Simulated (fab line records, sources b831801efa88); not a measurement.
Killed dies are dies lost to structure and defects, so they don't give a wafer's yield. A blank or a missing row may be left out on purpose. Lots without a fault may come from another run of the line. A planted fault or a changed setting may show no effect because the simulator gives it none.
fab line records | flow sky130
record lots=6 wafers=18 last_day=50
route steps=708 shown METAL2@506 VIA2@507 PAD_OPEN@708
lots that met no fault: from a run of the same line without faults
start_h: hours from the record's first day to the start of the lot's first wafer shown | wait_h: hours since the lot's step before | " the same as in the row above | L1.1+2: a row that stands for several wafers | - no value, or no start given | * or withheld: withheld | < > ~ a bound
route shown NAME@n: a module of which the file shows steps, and the number in the route of the first | usual: mean/standard deviation of fault-free wafers | same: alike in all rows | chamber/n: place in a boat | sites: the reading at each site | _std_site: their standard deviation | _edge_site: outer sites' mean less inner sites' | radius_mm: how far each site lies from the wafer's centre | mask NAME#n: copy n | behind: the tool/chamber that last shaped the wafer | hold: why the lot was held/for how many hours/how that ended | device: the transistor (n, p or np) that didn't switch | end of line: the same wafers' tests at the end of the route | a step without rows: its recipe alone | killed: dies lost to structure and defects at the first sort, not the wafer's yield | map: a wafer's dies, x killed, . not, _ none there
set.NAME: the setting as run; set.NAME@STEP: as run at that earlier step | model.NAME: the simulator's own value behind a step, which no gauge read
lots at some steps of the route; a table a step, a row a wafer
services: from which hour (start_h, from the record's first day; less than 0 if before it) a tool's chamber was out of use, for how many hours, and why
## steps
# step SKY_METAL2_CLEAN_23
# recipe chemistry=O3/DIW dry=n2_spin
# step SKY_VIA2_HDPCVD_00
# recipe material=SiO2 target_thk_nm=1180 sigma_open_frac=0.3 time_s=196.7 temp_c=400 sih4_flow_sccm=60 pressure_mtorr=6
# step SKY_VIA2_THK_MEAS_01
# recipe reads=SiO2_of_VIA2_HDPCVD_00
# usual VIA2_HDPCVD_THK=1178/13
# columns lot.wafer tool chamber start_h wait_h VIA2_HDPCVD_THK[nm]
L162.1 film_metro-02 - 832.50 0.1 1185
L162.3 " - " " 1163
L162.5 " - " " 1178
L168.1 film_metro-03 - 886.61 0.1 1156
L168.3 " - " " 1174
L168.5 " - " " 1192
L171.1 film_metro-03 - 906.13 0.1 1173
L171.5 " - " " 1191
L171.6 " - " " 1185
L172.1 film_metro-03 - 913.13 0.1 1198
L172.2 " - " " 1161
L172.3 " - " " 1189
L173.2 film_metro-02 - 918.57 0.1 1197
L173.3 " - " " 1188
L173.5 " - " " 1195
L182.2 film_metro-03 - 980.28 0.1 1171
L182.5 " - " " 1165
L182.6 " - " " 1177
# step SKY_VIA2_CMP_02
# recipe material=SiO2 down_force_psi=4 platen_rpm=60 pad_velocity_m_s=0.94248
# usual motor_current_A=11.5/1.3 platen_rpm=60.00/0.04 slurry_filter_dp_kPa=13.48/0.13
# columns lot.wafer tool chamber start_h wait_h motor_current_A platen_rpm slurry_filter_dp_kPa
L162.3 cmp-02 2 832.61 0.1 9.9 60.02 13.40
L162.1 " 3 " " 11.7 59.99 13.59
L162.5 " 1 " " 12.3 60.02 13.31
L168.3 cmp-02 1 886.72 0.1 11.7 59.97 13.16
L168.1 " 3 " " 11.1 60.02 13.61
L168.5 " 1 " " 11.3 59.94 13.39
L171.1 cmp-01 3 906.57 0.4 13.7 59.94 13.60
L171.5 " 0 " " 10.9 59.93 13.52
L171.6 " 1 " " 14.1 60.05 13.32
L172.2 cmp-01 3 916.59 3.4 14.0 60.00 13.39
L172.1 " 0 " " 10.5 60.08 13.42
L172.3 " 1 " " 13.2 59.97 13.65
L173.2 cmp-01 3 918.74 0.2 13.1 60.01 13.49
L173.3 " 0 " " 10.8 59.95 13.25
L173.5 " 2 " " 10.1 60.04 13.39
L182.2 cmp-01 1 980.49 0.2 14.1 60.01 13.55
L182.6 " 2 " " 10.3 60.02 13.28
L182.5 " 3 " " 13.8 59.97 13.57
# step SKY_VIA2_BOW_MEAS_03
# recipe mode=bow
# usual VIA2_BOW=87/7.2
# columns lot.wafer tool chamber start_h wait_h VIA2_BOW[um]
L162.1 film_metro-03 - 832.86 0.1 91
L162.3 " - " " 88
L162.5 " - " " 85
L168.1 film_metro-03 - 886.97 0.1 87
L168.3 " - " " 98
L168.5 " - " " 93
L171.1 film_metro-01 - 906.72 0.1 82
L171.5 " - " " 84
L171.6 " - " " 94
L172.1 film_metro-02 - 916.89 0.2 87
L172.2 " - " " 88
L172.3 " - " " 80
L173.2 film_metro-01 - 919.01 0.2 92
L173.3 " - " " 88
L173.5 " - " " 86
L182.2 film_metro-03 - 980.67 0.1 78
L182.5 " - " " 84
L182.6 " - " " 80
# step SKY_VIA2_DEHYDRATE_04
# recipe temp_c=200 time_s=60
# step SKY_VIA2_HMDS_05
# recipe prime_time_s=60 prime_temp_c=120
# step SKY_VIA2_COAT_06
# recipe resist=BARC temp_c=withheld time_s=withheld spin_rpm=3000 resist_thk_nm=60
# step SKY_VIA2_COAT_07
# recipe resist=KrF-thick spin_rpm=3000 resist_thk_nm=450
# step SKY_VIA2_SOFTBAKE_08
# recipe temp_c=100 time_s=90 resist=KrF-thick
# step SKY_VIA2_EXPOSE_09
# recipe mask_id=VIM2 na=0.8 source_shape=annular sigma_inner=0.55 sigma_outer=0.85 target_cd_nm=200 dose_mj=38
# step SKY_VIA2_PEB_10
# recipe peb_temp_c=withheld peb_time_s=withheld resist=KrF-thick
# step SKY_VIA2_DEVELOP_11
# recipe develop_time_s=57.96 resist=KrF-thick dev_temp_c=21
# usual developer_temp_C=21.03/0.11 exhaust_pa=45.0/0.91
# columns lot.wafer tool chamber start_h wait_h developer_temp_C exhaust_pa
L162.1 litho_track-02 0 858 - 21.21 43.6
L162.3 " 0 " " 21.20 43.7
L162.5 " 0 " " 21.01 46.0
L168.1 litho_track-01 0 912 - 21.05 46.3
L168.3 " 0 " " 21.25 45.3
L168.5 " 0 " " 21.22 45.8
L171.1 litho_track-01 0 931 - 21.89 44.7
L171.5 " 0 " " 21.71 43.5
L171.6 " 0 " " 21.71 43.9
L172.1 litho_track-04 0 940 - 20.98 45.2
L172.2 " 0 " " 20.93 43.9
L172.3 " 0 " " 21.02 44.1
L173.2 litho_track-01 0 943 - 21.58 45.7
L173.3 " 0 " " 21.53 44.6
L173.5 " 0 " " 21.55 44.2
L182.2 litho_track-02 0 1003 - 21.00 44.6
L182.5 " 0 1004 - 21.08 45.9
L182.6 " 0 " " 21.11 44.9
# step SKY_VIA2_CD_MEAS_12
# recipe target_cd_nm=200
# usual cd_nm=199.5/1.3
# columns lot.wafer tool chamber start_h wait_h cd_nm
L162.1 cd_sem-02 - 858.96 - 198.6
L162.3 " - " " 200.5
L162.5 " - " " 199.3
L168.1 cd_sem-02 - 912.49 - 199.6
L168.3 " - " " 198.9
L168.5 " - " " 199.7
L171.1 cd_sem-02 - 931.39 - 201.0
L171.5 " - " " 201.8
L171.6 " - " " 201.2
L172.1 cd_sem-02 - 940.56 - 201.1
L172.2 " - " " 200.7
L172.3 " - " " 201.4
L173.2 cd_sem-01 - 943.91 - 197.6
L173.3 " - " " 198.6
L173.5 " - " " 199.1
L182.2 cd_sem-02 - 1004.13 - 201.6
L182.5 " - " " 201.2
L182.6 " - " " 201.5
# step SKY_PAD_OPEN_PROBE_99
# usual defect_limited_yield=82.6/2.1 killed_at_M0_to_M3=42/7.6 killed_at_M4_up=3.4/2 killed_at_contacts=24/5.9 killed_at_front_end=16/4.5 killed_at_other=0.4/0.58 killed_dies=86/10 killed_open=47/7.6 killed_short=39/6.7 sort_bin_3_pad_short=0.9/0.42 sort_bin_5_function=10.3/1.7 sort_bin_6_memory=6.2/1.2 sort_n_pass=406/10 sort_yield_pct=82.6/2.1
# same gross_dies=492 killed_at_back_side=0 sort_bin_4_leakage[%]=0 sort_bin_8_speed[%]=0
# columns lot.wafer tool chamber start_h wait_h defect_limited_yield[%] killed_at_M0_to_M3 killed_at_M4_up killed_at_contacts killed_at_front_end killed_at_other killed_dies killed_open killed_short sort_bin_3_pad_short[%] sort_bin_5_function[%] sort_bin_6_memory[%] sort_n_pass sort_yield_pct[%]
L168.1 prober-02 - 1130.08 0.1 78.9 64 0 21 18 1 104 55 49 1.0 11.8 8.3 388 78.9
L168.3 prober-02 - 1130.18 0.2 81.3 39 4 31 17 1 92 55 36 0.6 11.0 7.1 400 81.3
L168.5 prober-02 - 1130.28 0.2 86.4 34 4 21 6 2 67 38 27 1.2 8.3 4.1 425 86.4
L172.1 prober-02 - 1149.29 0.1 81.9 46 3 26 13 1 89 58 31 1.0 9.3 7.7 403 81.9
L172.2 prober-02 - 1149.34 0.1 83.5 34 2 25 20 0 81 49 32 0.6 10.6 5.3 411 83.5
L172.3 prober-02 - 1149.39 0.2 81.5 49 5 23 14 0 91 46 45 0.6 11.6 6.3 401 81.5
L173.2 prober-02 - 1151.03 0.1 82.1 47 4 24 13 0 88 38 50 0.6 10.6 6.7 404 82.1
L173.3 prober-02 - 1151.08 0.2 82.5 35 9 25 17 0 86 47 39 0.8 9.6 7.1 406 82.5
L173.5 prober-02 - 1151.18 0.2 81.7 37 6 29 18 0 90 54 36 2.0 10.0 6.3 402 81.7
# killed by level:class
L168.1 VIA1:geometric_particle:open=15 METAL2:geometric_particle:short=8 VIA3:geometric_particle:open=8 LI_CONTACT:geometric_particle:open=7 CONTACT:geometric_particle:open=7 VIA2:geometric_particle:open=7 FIELD_ISO:geometric_particle:short=6 VIA3:geometric_particle:short=6
L168.3 CONTACT:geometric_particle:open=16 VIA1:geometric_particle:open=11 VIA3:geometric_particle:open=8 POLY_GATE:geometric_particle:open=6 LOCAL_INTERCONNECT:geometric_particle:short=5 CONTACT:geometric_particle:short=5 VIA2:geometric_particle:open=5 FIELD_ISO:geometric_particle:short=4
L168.5 VIA1:geometric_particle:open=9 LI_CONTACT:geometric_particle:open=7 CONTACT:geometric_particle:open=7 VIA2:geometric_particle:open=6 METAL2:geometric_particle:short=4 VIA1:geometric_particle:short=3 CONTACT:geometric_particle:short=3 METAL4:geometric_particle:short=3
L172.1 VIA1:geometric_particle:open=14 CONTACT:geometric_particle:open=10 VIA2:geometric_particle:open=8 LI_CONTACT:geometric_particle:open=5 VIA1:geometric_particle:short=5 VIA3:geometric_particle:short=5 POLY_GATE:geometric_particle:open=4 CONTACT:geometric_particle:short=4
L172.2 LI_CONTACT:geometric_particle:open=10 CONTACT:geometric_particle:open=10 VIA1:geometric_particle:open=7 VIA3:geometric_particle:open=6 FIELD_ISO:geometric_particle:short=5 POLY_GATE:geometric_particle:short=5 VIA1:geometric_particle:short=5 VIA2:geometric_particle:open=4
L172.3 VIA1:geometric_particle:open=10 CONTACT:geometric_particle:open=10 METAL2:geometric_particle:short=10 VIA3:geometric_particle:open=7 VIA2:geometric_particle:open=7 FIELD_ISO:geometric_particle:short=4 CONTACT:geometric_particle:short=4 VIA1:geometric_particle:short=4
L173.2 VIA2:geometric_particle:open=9 VIA1:geometric_particle:open=9 VIA1:geometric_particle:short=8 METAL2:geometric_particle:short=8 LOCAL_INTERCONNECT:geometric_particle:short=7 LI_CONTACT:geometric_particle:open=6 FIELD_ISO:geometric_particle:short=5 METAL1:geometric_particle:short=5
L173.3 CONTACT:geometric_particle:open=12 VIA1:geometric_particle:open=9 VIA3:geometric_particle:open=7 POLY_GATE:geometric_particle:short=6 LI_CONTACT:geometric_particle:open=6 METAL4:geometric_particle:short=6 FIELD_ISO:geometric_particle:open=4 METAL2:geometric_particle:short=4
L173.5 CONTACT:geometric_particle:open=14 VIA1:geometric_particle:open=10 VIA2:geometric_particle:open=9 CONTACT:geometric_particle:short=7 VIA3:geometric_particle:open=6 POLY_GATE:geometric_particle:short=4 VIA1:geometric_particle:short=4 METAL4:geometric_particle:short=4
## services
# columns tool chamber start_h hours kind
cmp-02 - 861.07 6.9 pm
cmp-01 - 868.17 2.9 pm
cmp-01 - 885.32 2.2 repair
cmp-02 - 893.98 1.6 repair
cmp-02 - 901.97 2.3 repair
cmp-02 - 905.63 22.8 pm
cmp-01 - 912.29 4.0 pm
cmp-01 - 916.29 - consumable_replace:conditioner
cmp-01 - 916.29 - consumable_replace:pad
cmp-01 - 945.81 3.7 repair
cmp-01 - 959.13 0.3 repair
cmp-01 - 966.18 3.9 repair
## key
first_sign step=SKY_VIA2_DEVELOP_11 reading=developer_temp_C direction=up sigmas=6 usual=* struck=*
effect none on later readings
met_at SKY_VIA2_DEVELOP_11
struck_wafers L171.1,L171.5,L171.6,L173.2,L173.3,L173.5
loop_trim step=SKY_VIA2_EXPOSE_09 setting=dose lots=L173
onset_between 912 931
fault kind=process_parameter_drift tool=litho_track-01 chamber=- onset_h=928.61 steps=SKY_VIA2_DEVELOP_11 channel=dev_temp_c offset=* shape=step end_h=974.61 acts_in=* stated=*
# loop_trim: a control loop set the setting to another value than it would have without faults
